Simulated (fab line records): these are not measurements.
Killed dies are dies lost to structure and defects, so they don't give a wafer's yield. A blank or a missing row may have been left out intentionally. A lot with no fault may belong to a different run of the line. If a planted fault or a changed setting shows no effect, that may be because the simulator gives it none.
fab line records    flow gf180mcu
record lots=24  wafers=72  last-day=34
route steps=602 shown CONTACT@312 M1@330 M2@374 M3@411
lots that met no fault: taken from a fault-free run of the same line
start-h: the number of hours between the record's first day and the start of the first shown wafer of the lot    wait-h: hours since the lot's step before    " unchanged from the row above    L1.1+2: a row that stands for several wafers    - no value present, or no start provided    * or withheld: withheld    < > ~ a bound
route shown NAME@n: a module of which the file shows steps, and the number in the route of the first    usual: mean/standard deviation taken from wafers without a fault    same: alike in all rows    chamber/n: place in a boat    sites: each site's reading    _std_site: the values' standard deviation    _edge_site: the outer-site mean with the inner-site mean subtracted    radius-mm: for every site, how far away it sits from the centre of the wafer    mask NAME#n: copy n    behind: tool/chamber where the wafer was last shaped    hold: the reason the lot was held/the length of the hold in hours/how it ended    device: whichever transistor did not switch (one of n, p or np)    end of line: tests of these same wafers at the route's end    where a step has no rows: the recipe by itself    killed: not the wafer's yield, but the dies lost to structure and defects at the first sort    map: per-die view of a wafer (x killed, . not killed, _ where there is no die)
set.NAME: the run value of the setting; set.NAME@STEP: its run value at that earlier step    model.NAME: the simulator's own value behind a step, which no gauge read
route steps across a sampled set of lots; one table per step, one row per wafer
services: when a tool's chamber went out of use (start-h, in hours from the record's first day, below 0 if earlier), for how many hours, and the reason
## steps
# step GF_CONTACT_RS_MEAS_25
# recipe thk-meas-gauge=four-point-probe  reads=W_of_CONTACT_CVD_24+TiN_of_CONTACT_SPUTTER_23+Ti_of_CONTACT_SPUTTER_22
# usual CONTACT_W_RS=0.385/0.0041
lot.wafer  tool           chamber  start-h  wait-h  CONTACT_W_RS[ohm/sq]
L074.1     film-metro-04  -        362.51   0.1     0.385
L074.3     "              -        "        "       0.381
L074.5     "              -        "        "       0.376
L075.2     film-metro-03  -        368.45   0.2     0.379
L075.4     "              -        "        "       0.385
L075.6     "              -        "        "       0.377
L076.2     film-metro-03  -        379.00   0.1     0.385
L076.5     "              -        "        "       0.376
L076.6     "              -        "        "       0.390
L077.3     film-metro-03  -        387.49   0.1     0.390
L077.4     "              -        "        "       0.386
L077.6     "              -        "        "       0.387
L078.4     film-metro-03  -        398.35   0.1     0.377
L078.5     "              -        "        "       0.380
L078.6     "              -        "        "       0.387
L079.4     film-metro-01  -        406.34   0.1     0.388
L079.5     "              -        "        "       0.392
L079.6     "              -        "        "       0.388
L080.2     film-metro-01  -        417.72   0.1     0.380
L080.3     "              -        "        "       0.385
L080.6     "              -        "        "       0.389
L081.1     film-metro-04  -        427.92   0.1     0.378
L081.2     "              -        "        "       0.379
L081.6     "              -        "        "       0.384
L082.1     film-metro-01  -        437.45   0.1     0.386
L082.2     "              -        "        "       0.387
L082.5     "              -        "        "       0.389
L083.1     film-metro-03  -        449.25   0.1     0.391
L083.2     "              -        "        "       0.389
L083.4     "              -        "        "       0.386
L084.1     film-metro-04  -        453.28   0.1     0.384
L084.2     "              -        "        "       0.381
L084.5     "              -        "        "       0.389
L085.1     film-metro-04  -        470.03   0.1     0.389
L085.4     "              -        "        "       0.389
L085.5     "              -        "        "       0.386
L086.2     film-metro-04  -        479.91   0.1     0.390
L086.4     "              -        "        "       0.385
L086.5     "              -        "        "       0.392
L087.2     film-metro-03  -        485.44   0.1     0.391
L087.4     "              -        "        "       0.390
L087.5     "              -        "        "       0.386
L088.1     film-metro-01  -        489.87   0.1     0.382
L088.5     "              -        "        "       0.384
L088.6     "              -        "        "       0.392
L089.1     film-metro-03  -        499.80   0.1     0.377
L089.2     "              -        "        "       0.381
L089.3     "              -        "        "       0.381
L090.1     film-metro-01  -        507.75   0.1     0.387
L090.3     "              -        "        "       0.380
L090.5     "              -        "        "       0.383
L091.1     film-metro-01  -        514.94   0.1     0.384
L091.2     "              -        "        "       0.386
L091.3     "              -        "        "       0.376
L092.3     film-metro-01  -        522.76   0.1     0.386
L092.5     "              -        "        "       0.387
L092.6     "              -        "        "       0.385
L093.1     film-metro-03  -        532.15   0.2     0.386
L093.4     "              -        "        "       0.391
L093.6     "              -        "        "       0.386
L094.2     film-metro-03  -        540.97   0.1     0.383
L094.4     "              -        "        "       0.386
L094.5     "              -        "        "       0.386
L095.1     film-metro-03  -        547.21   0.1     0.387
L095.2     "              -        "        "       0.393
L095.5     "              -        "        "       0.388
L096.2     film-metro-04  -        554.19   0.1     0.376
L096.5     "              -        "        "       0.385
L096.6     "              -        "        "       0.378
L097.1     film-metro-04  -        563.92   0.1     0.390
L097.3     "              -        "        "       0.380
L097.5     "              -        "        "       0.376
# step GF_CONTACT_THK_MEAS_26
# recipe thk-meas-gauge=xrf  reads=W_of_CONTACT_CVD_24
# usual CONTACT_W_THK=306/3.7
lot.wafer  tool           chamber  start-h  wait-h  CONTACT_W_THK[nm]
L074.1     film-metro-04  -        362.63   0.1     304
L074.3     "              -        "        "       307
L074.5     "              -        "        "       311
L075.2     film-metro-03  -        368.56   0.1     315
L075.4     "              -        "        "       308
L075.6     "              -        "        "       315
L076.2     film-metro-03  -        379.11   0.1     308
L076.5     "              -        "        "       312
L076.6     "              -        "        "       305
L077.3     film-metro-03  -        387.59   0.1     301
L077.4     "              -        "        "       307
L077.6     "              -        "        "       305
L078.4     film-metro-03  -        398.44   0.1     315
L078.5     "              -        "        "       311
L078.6     "              -        "        "       304
L079.4     film-metro-01  -        406.43   0.1     304
L079.5     "              -        "        "       299
L079.6     "              -        "        "       304
L080.2     film-metro-01  -        417.83   0.1     306
L080.3     "              -        "        "       302
L080.6     "              -        "        "       301
L081.1     film-metro-04  -        428.04   0.1     311
L081.2     "              -        "        "       308
L081.6     "              -        "        "       306
L082.1     film-metro-01  -        437.57   0.1     307
L082.2     "              -        "        "       307
L082.5     "              -        "        "       307
L083.1     film-metro-03  -        449.37   0.1     305
L083.2     "              -        "        "       307
L083.4     "              -        "        "       310
L084.1     film-metro-04  -        453.40   0.1     304
L084.2     "              -        "        "       309
L084.5     "              -        "        "       301
L085.1     film-metro-04  -        470.15   0.1     303
L085.4     "              -        "        "       302
L085.5     "              -        "        "       304
L086.2     film-metro-04  -        480.02   0.1     299
L086.4     "              -        "        "       303
L086.5     "              -        "        "       298
L087.2     film-metro-03  -        485.55   0.1     299
L087.4     "              -        "        "       300
L087.5     "              -        "        "       301
L088.1     film-metro-01  -        489.99   0.1     307
L088.5     "              -        "        "       306
L088.6     "              -        "        "       302
L089.1     film-metro-03  -        499.92   0.1     309
L089.2     "              -        "        "       307
L089.3     "              -        "        "       309
L090.1     film-metro-01  -        507.87   0.1     306
L090.3     "              -        "        "       311
L090.5     "              -        "        "       307
L091.1     film-metro-01  -        515.06   0.1     308
L091.2     "              -        "        "       307
L091.3     "              -        "        "       315
L092.3     film-metro-01  -        522.86   0.1     305
L092.5     "              -        "        "       305
L092.6     "              -        "        "       308
L093.1     film-metro-03  -        532.27   0.1     306
L093.4     "              -        "        "       304
L093.6     "              -        "        "       307
L094.2     film-metro-03  -        541.08   0.1     308
L094.4     "              -        "        "       308
L094.5     "              -        "        "       304
L095.1     film-metro-03  -        547.33   0.1     304
L095.2     "              -        "        "       303
L095.5     "              -        "        "       307
L096.2     film-metro-04  -        554.30   0.1     312
L096.5     "              -        "        "       304
L096.6     "              -        "        "       310
L097.1     film-metro-04  -        564.04   0.1     300
L097.3     "              -        "        "       308
L097.5     "              -        "        "       310
# step GF_CONTACT_CMP_27
# recipe stop-on=SiO2  down-force-psi=3.5  platen-rpm=60  t-overpolish-s=15  target-thk-nm=0  pad-velocity-m-s=0.94248
# usual head-pressure-psi=3.501/0.0067  motor-current-A=11.3/1.3  overpolish-run-s=15.000/0.0094  time-to-endpoint-s=72/3.4
lot.wafer  tool    chamber  start-h  wait-h  head-pressure-psi  motor-current-A  overpolish-run-s  time-to-endpoint-s
L074.3     cmp-02  0        362.69   0.0     3.499              13.5             15.017            71
L074.1     "       1        "        "       3.488              12.6             14.988            71
L074.5     "       1        "        "       3.498              11.6             14.991            75
L075.2     cmp-01  2        368.66   0.1     3.506              12.1             15.003            72
L075.4     "       0        "        "       3.499              10.2             14.992            69
L075.6     "       1        "        "       3.502              13.1             14.986            69
L076.2     cmp-02  0        379.26   0.1     3.496              13.5             14.998            78
L076.6     "       2        "        "       3.520              10.4             15.004            80
L076.5     "       3        "        "       3.492              8.3              15.002            78
L077.3     cmp-01  0        387.63   0.0     3.505              10.7             14.994            68
L077.4     "       1        "        "       3.498              12.6             14.986            68
L077.6     "       1        "        "       3.498              12.8             15.013            75
L078.4     cmp-02  2        398.47   0.0     3.486              10.1             14.998            76
L078.5     "       2        "        "       3.501              9.8              14.999            78
L078.6     "       3        "        "       3.513              8.4              14.981            68
L079.4     cmp-01  2        406.46   0.0     3.492              11.5             15.003            69
L079.6     "       2        "        "       3.499              12.2             15.012            68
L079.5     "       3        "        "       3.513              11.4             14.998            71
L080.3     cmp-02  0        417.98   0.1     3.504              13.3             15.020            72
L080.2     "       1        "        "       3.485              12.7             15.009            71
L080.6     "       3        "        "       3.501              8.9              15.015            69
L081.1     cmp-01  0        428.15   0.1     3.500              10.6             15.000            70
L081.2     "       1        "        "       3.504              12.0             15.011            70
L081.6     "       0        "        "       3.508              10.3             14.990            69
L082.2     cmp-01  2        437.73   0.1     3.497              11.8             14.993            71
L082.1     "       3        "        "       3.501              11.4             14.999            75
L082.5     "       0        "        "       3.501              10.5             14.981            71
L083.2     cmp-01  2        449.48   0.1     3.496              11.3             15.001            69
L083.1     "       3        "        "       3.505              11.2             14.993            75
L083.4     "       0        "        "       3.501              10.3             15.000            68
L084.2     cmp-01  1        453.51   0.1     3.503              12.7             14.993            70
L084.1     "       2        "        "       3.501              11.9             15.019            69
L084.5     "       0        "        "       3.497              10.8             15.003            64
L085.1     cmp-02  1        470.21   0.1     3.492              12.6             15.000            74
L085.4     "       3        "        "       3.494              8.4              15.006            71
L085.5     "       2        "        "       3.498              9.7              15.013            81
L086.2     cmp-02  2        480.07   0.0     3.502              10.1             15.005            78
L086.4     "       0        "        "       3.495              13.2             15.006            73
L086.5     "       2        "        "       3.501              10.4             15.005            79
L087.2     cmp-01  1        485.65   0.1     3.503              12.8             14.999            68
L087.4     "       3        "        "       3.505              11.4             14.988            71
L087.5     "       0        "        "       3.503              10.6             14.992            69
L088.1     cmp-01  1        490.15   0.1     3.503              12.4             15.008            73
L088.5     "       3        "        "       3.506              11.2             14.998            76
L088.6     "       0        "        "       3.503              10.1             14.995            69
L089.1     cmp-01  1        499.98   0.1     3.493              12.4             14.998            72
L089.3     "       2        "        "       3.493              12.0             15.000            72
L089.2     "       3        "        "       3.496              11.3             15.003            75
L090.3     cmp-02  1        508.03   0.1     3.506              12.0             14.986            70
L090.1     "       2        "        "       3.502              10.0             15.011            72
L090.5     "       0        "        "       3.497              13.6             14.979            69
L091.1     cmp-01  2        515.17   0.1     3.500              11.9             15.002            68
L091.2     "       3        "        "       3.505              11.3             15.002            72
L091.3     "       0        "        "       3.499              10.8             14.998            72
L092.3     cmp-01  3        523.05   0.2     3.497              11.7             15.009            78
L092.5     "       0        "        "       3.496              10.5             14.987            70
L092.6     "       1        "        "       3.492              11.9             15.005            71
L093.1     cmp-01  0        532.43   0.1     3.498              10.4             14.999            72
L093.4     "       1        "        "       3.499              12.2             15.002            71
L093.6     "       2        "        "       3.487              11.1             14.983            75
L094.4     cmp-02  1        541.13   0.0     3.503              11.9             15.010            68
L094.2     "       2        "        "       3.504              10.4             15.002            72
L094.5     "       1        "        "       3.510              12.2             15.001            68
L095.1     cmp-01  3        547.39   0.1     3.499              10.9             15.010            72
L095.2     "       0        "        "       3.495              10.4             15.004            70
L095.5     "       0        "        "       3.503              9.7              15.007            70
L096.2     cmp-01  2        554.50   0.2     3.499              12.5             14.974            70
L096.5     "       3        "        "       3.508              11.4             14.996            75
L096.6     "       0        "        "       3.509              10.8             15.003            70
L097.1     cmp-01  0        564.18   0.1     3.512              10.3             15.001            69
L097.3     "       3        "        "       3.500              11.1             15.010            74
L097.5     "       1        "        "       3.488              12.5             14.995            72
# step GF_M1_OVL_MEAS_15
# usual M1_OVL=5/6
lot.wafer  tool        chamber  start-h  wait-h  M1_OVL[nm]
L074.1     overlay-01  -        385.51   0.1     4
L074.3     "           -        "        "       7
L074.5     "           -        "        "       0
L075.2     overlay-02  -        392.19   0.1     7
L075.4     "           -        "        "       13
L075.6     "           -        "        "       9
L076.2     overlay-02  -        403.51   0.1     3
L076.5     "           -        "        "       13
L076.6     "           -        "        "       2
L077.3     overlay-01  -        411.29   0.1     6
L077.4     "           -        "        "       14
L077.6     "           -        "        "       9
L078.4     overlay-01  -        422.62   0.1     0
L078.5     "           -        "        "       5
L078.6     "           -        "        "       2
L079.4     overlay-01  -        430.50   0.1     2
L079.5     "           -        "        "       -3
L079.6     "           -        "        "       1
L080.2     overlay-02  -        442.81   0.1     -1
L080.3     "           -        "        "       15
L080.6     "           -        "        "       3
L081.1     overlay-02  -        453.43   0.1     5
L081.2     "           -        "        "       11
L081.6     "           -        "        "       7
L082.1     overlay-01  -        462.88   0.1     14
L082.2     "           -        "        "       2
L082.5     "           -        "        "       16
L083.1     overlay-02  -        474.13   0.1     1
L083.2     "           -        "        "       9
L083.4     "           -        "        "       9
L084.1     overlay-01  -        478.38   0.1     0
L084.2     "           -        "        "       8
L084.5     "           -        "        "       -1
L085.1     overlay-01  -        494.30   0.1     9
L085.4     "           -        "        "       9
L085.5     "           -        "        "       7
L086.2     overlay-01  -        504.01   0.1     3
L086.4     "           -        "        "       3
L086.5     "           -        "        "       -2
L087.2     overlay-02  -        509.53   0.1     9
L087.4     "           -        "        "       7
L087.5     "           -        "        "       7
L088.1     overlay-01  -        514.15   0.1     -1
L088.5     "           -        "        "       -1
L088.6     "           -        "        "       -3
L089.1     overlay-02  -        523.93   0.1     8
L089.2     "           -        "        "       10
L089.3     "           -        "        "       -7
L090.1     overlay-01  -        532.18   0.1     6
L090.3     "           -        "        "       11
L090.5     "           -        "        "       8
L091.1     overlay-02  -        539.15   0.1     -2
L091.2     "           -        "        "       -2
L091.3     "           -        "        "       7
L092.3     overlay-02  -        546.43   0.1     0
L092.5     "           -        "        "       -6
L092.6     "           -        "        "       5
L093.1     overlay-01  -        555.32   0.1     1
L093.4     "           -        "        "       13
L093.6     "           -        "        "       11
L094.2     overlay-01  -        563.58   0.1     2
L094.4     "           -        "        "       -1
L094.5     "           -        "        "       10
L095.1     overlay-01  -        570.52   0.1     4
L095.2     "           -        "        "       16
L095.5     "           -        "        "       6
L096.2     overlay-01  -        577.33   0.1     9
L096.5     "           -        "        "       2
L096.6     "           -        "        "       4
L097.1     overlay-02  -        586.67   0.1     12
L097.3     "           -        "        "       6
L097.5     "           -        "        "       16
# step GF_M2_PEB_12
# recipe peb-temp-c=135  peb-time-s=92.16  resist=KrF
# usual heater-power-total-W=85.66/0.1  plate-sensor-t-centre-C=136.13/0.011  plate-sensor-t-edge-C=136.29/0.0093
lot.wafer  tool            chamber  start-h  wait-h  heater-power-total-W  plate-sensor-t-centre-C  plate-sensor-t-edge-C
L074.1     litho-track-04  0        -        -       85.62                 136.12                   136.3
L074.3     "               0        "        "       85.59                 136.13                   136.29
L074.5     "               0        "        "       85.53                 136.15                   136.28
L075.2     litho-track-04  0        -        -       85.63                 136.11                   136.3
L075.4     "               0        "        "       85.82                 136.13                   136.29
L075.6     "               0        "        "       85.58                 136.13                   136.28
L076.2     litho-track-04  0        -        -       85.73                 136.1                    136.3
L076.5     "               0        "        "       85.65                 136.12                   136.3
L076.6     "               0        "        "       85.78                 136.12                   136.29
L077.3     litho-track-03  0        -        -       85.61                 136.14                   136.29
L077.4     "               0        "        "       85.68                 136.12                   136.31
L077.6     "               0        "        "       85.76                 136.13                   136.31
L078.4     litho-track-04  0        -        -       85.67                 136.14                   136.3
L078.5     "               0        "        "       85.74                 136.12                   136.28
L078.6     "               0        "        "       85.71                 136.13                   136.29
L079.4     litho-track-01  0        -        -       85.64                 136.11                   136.3
L079.5     "               0        "        "       85.48                 136.12                   136.28
L079.6     "               0        "        "       85.76                 136.12                   136.28
L080.2     litho-track-04  0        -        -       85.65                 136.14                   136.31
L080.3     "               0        "        "       85.79                 136.11                   136.28
L080.6     "               0        "        "       85.67                 136.13                   136.31
L081.1     litho-track-03  0        -        -       85.61                 136.14                   136.3
L081.2     "               0        "        "       85.67                 136.12                   136.3
L081.6     "               0        "        "       85.78                 136.11                   136.31
L082.1     litho-track-03  0        -        -       85.68                 136.11                   136.31
L082.2     "               0        "        "       85.66                 136.13                   136.3
L082.5     "               0        "        "       85.84                 136.13                   136.29
L083.1     litho-track-03  0        -        -       85.55                 136.13                   136.29
L083.2     "               0        "        "       85.66                 136.12                   136.29
L083.4     "               0        "        "       85.83                 136.15                   136.29
L084.1     litho-track-04  0        -        -       85.68                 136.14                   136.29
L084.2     "               0        "        "       85.78                 136.14                   136.3
L084.5     "               0        "        "       85.54                 136.13                   136.31
L085.1     litho-track-03  0        -        -       85.52                 136.12                   136.28
L085.4     "               0        "        "       85.78                 136.14                   136.31
L085.5     "               0        "        "       85.69                 136.14                   136.32
L086.2     litho-track-03  0        -        -       85.74                 136.11                   136.28
L086.4     "               0        "        "       85.69                 136.11                   136.29
L086.5     "               0        "        "       85.75                 136.13                   136.29
L087.2     litho-track-03  0        -        -       85.58                 136.14                   136.3
L087.4     "               0        "        "       85.83                 136.12                   136.3
L087.5     "               0        "        "       85.64                 136.11                   136.31
L088.1     litho-track-03  0        -        -       85.58                 136.13                   136.31
L088.5     "               0        "        "       85.57                 136.13                   136.29
L088.6     "               0        "        "       85.72                 136.13                   136.3
L089.1     litho-track-04  0        -        -       85.65                 136.15                   136.3
L089.2     "               0        "        "       85.63                 136.11                   136.31
L089.3     "               0        "        "       85.75                 136.12                   136.31
L090.1     litho-track-03  0        -        -       85.66                 136.12                   136.3
L090.3     "               0        "        "       85.46                 136.13                   136.29
L090.5     "               0        "        "       85.72                 136.13                   136.28
L091.1     litho-track-04  0        -        -       85.55                 136.15                   136.28
L091.2     "               0        "        "       85.75                 136.12                   136.29
L091.3     "               0        "        "       85.72                 136.12                   136.3
L092.3     litho-track-04  0        -        -       85.69                 136.14                   136.29
L092.5     "               0        "        "       85.58                 136.13                   136.3
L092.6     "               0        "        "       85.54                 136.12                   136.29
L093.1     litho-track-04  0        -        -       85.81                 136.12                   136.29
L093.4     "               0        "        "       85.62                 136.12                   136.29
L093.6     "               0        "        "       85.75                 136.14                   136.31
L094.2     litho-track-03  0        -        -       85.64                 136.14                   136.29
L094.4     "               0        "        "       85.88                 136.12                   136.29
L094.5     "               0        "        "       85.64                 136.13                   136.29
L095.1     litho-track-03  0        -        -       85.72                 136.12                   136.3
L095.2     "               0        "        "       85.63                 136.11                   136.3
L095.5     "               0        "        "       85.62                 136.13                   136.3
L096.2     litho-track-03  0        -        -       85.73                 136.15                   136.3
L096.5     "               0        "        "       85.80                 136.14                   136.29
L096.6     "               0        "        "       85.64                 136.11                   136.3
L097.1     litho-track-01  0        -        -       85.78                 136.11                   136.32
L097.3     "               0        "        "       85.76                 136.15                   136.28
L097.5     "               0        "        "       85.49                 136.13                   136.3
# step GF_M3_SPUTTER_02
# recipe material=AlCu  target-thk-nm=450  power-w=10600  time-s=23.9  chamber-pressure-pa=0.4
# usual throttle-valve-pct=30.3/0.79
lot.wafer  tool            chamber  start-h  wait-h  throttle-valve-pct
L074.1     pvd-sputter-03  -        462.25   0.0     31.8
L074.3     "               -        "        "       29.8
L074.5     "               -        "        "       31.3
L075.2     pvd-sputter-03  -        471.63   0.0     28.8
L075.4     "               -        "        "       29.7
L075.6     "               -        "        "       28.6
L076.2     pvd-sputter-04  -        481.49   0.0     30.0
L076.5     "               -        "        "       30.5
L076.6     "               -        "        "       30.8
L077.3     pvd-sputter-04  -        490.89   0.0     29.9
L077.4     "               -        "        "       30.2
L077.6     "               -        "        "       30.8
L078.4     pvd-sputter-03  -        501.77   0.0     28.9
L078.5     "               -        "        "       28.8
L078.6     "               -        "        "       31.7
L079.4     pvd-sputter-04  -        508.09   0.0     30.8
L079.5     "               -        "        "       30.5
L079.6     "               -        "        "       30.4
L080.2     pvd-sputter-01  -        520.02   0.0     29.8
L080.3     "               -        "        "       31.3
L080.6     "               -        "        "       29.7
L081.1     pvd-sputter-04  -        531.29   0.0     30.1
L081.2     "               -        "        "       31.0
L081.6     "               -        "        "       30.2
L082.1     pvd-sputter-03  -        539.50   0.0     30.1
L082.2     "               -        "        "       31.5
L082.5     "               -        "        "       28.9
L083.1     pvd-sputter-03  -        550.69   0.0     28.8
L083.2     "               -        "        "       30.1
L083.4     "               -        "        "       29.6
L084.1     pvd-sputter-03  -        553.17   0.0     30.1
L084.2     "               -        "        "       31.4
L084.5     "               -        "        "       31.3
L085.1     pvd-sputter-04  -        568.62   0.0     30.3
L085.4     "               -        "        "       30.8
L085.5     "               -        "        "       30.1
L086.2     pvd-sputter-04  -        578.21   0.0     31.0
L086.4     "               -        "        "       29.8
L086.5     "               -        "        "       30.7
L087.2     pvd-sputter-03  -        583.12   0.0     31.4
L087.4     "               -        "        "       28.6
L087.5     "               -        "        "       30.1
L088.1     pvd-sputter-01  -        588.36   0.0     29.9
L088.5     "               -        "        "       30.7
L088.6     "               -        "        "       29.5
L089.1     pvd-sputter-03  -        596.97   0.0     29.7
L089.2     "               -        "        "       30.0
L089.3     "               -        "        "       31.5
L090.1     pvd-sputter-03  -        604.13   0.0     29.8
L090.3     "               -        "        "       31.7
L090.5     "               -        "        "       31.4
L091.1     pvd-sputter-01  -        610.45   0.0     29.6
L091.2     "               -        "        "       29.5
L091.3     "               -        "        "       30.5
L092.3     pvd-sputter-04  -        619.07   0.0     30.5
L092.5     "               -        "        "       30.4
L092.6     "               -        "        "       30.5
L093.1     pvd-sputter-01  -        624.53   0.0     29.6
L093.4     "               -        "        "       31.3
L093.6     "               -        "        "       29.6
L094.2     pvd-sputter-01  -        633.62   0.0     29.9
L094.4     "               -        "        "       30.4
L094.5     "               -        "        "       30.7
L095.1     pvd-sputter-01  -        639.22   0.0     29.6
L095.2     "               -        "        "       30.4
L095.5     "               -        "        "       29.3
L096.2     pvd-sputter-01  -        644.73   0.0     31.7
L096.5     "               -        "        "       29.2
L096.6     "               -        "        "       31.4
L097.1     pvd-sputter-04  -        656.10   0.0     30.4
L097.3     "               -        "        "       29.8
L097.5     "               -        "        "       30.9
## services
tool            chamber  start-h  hours  kind
cmp-01          -        349.04   0.6    repair
pvd-sputter-01  -        361.08   1.3    repair
cmp-02          -        379.85   5.6    pm
pvd-sputter-03  -        392.85   3.2    repair
cmp-02          -        404.02   4.0    pm
cmp-02          -        406.69   0.6    repair
cmp-02          -        408.02   -      consumable-replace:conditioner
cmp-02          -        408.02   -      consumable-replace:pad
cmp-01          -        421.72   0.9    repair
cmp-02          -        437.26   1.7    repair
cmp-02          -        439.69   7.2    pm
pvd-sputter-04  -        439.95   5.2    repair
cmp-02          -        448.17   1.9    repair
cmp-02          -        464.65   2.1    repair
pvd-sputter-01  -        490.03   3.0    repair
cmp-02          -        516.58   1.9    repair
pvd-sputter-03  1        523.42   -      consumable-replace:kit
pvd-sputter-03  1        523.42   18.0   scheduled-down
pvd-sputter-03  1        523.42   18.0   vent-cycle
cmp-02          -        533.45   1.0    repair
cmp-01          -        572.00   4.0    pm
cmp-01          -        576.00   -      consumable-replace:conditioner
cmp-01          -        576.00   -      consumable-replace:pad
pvd-sputter-01  -        597.87   6.6    repair
## key
fault none
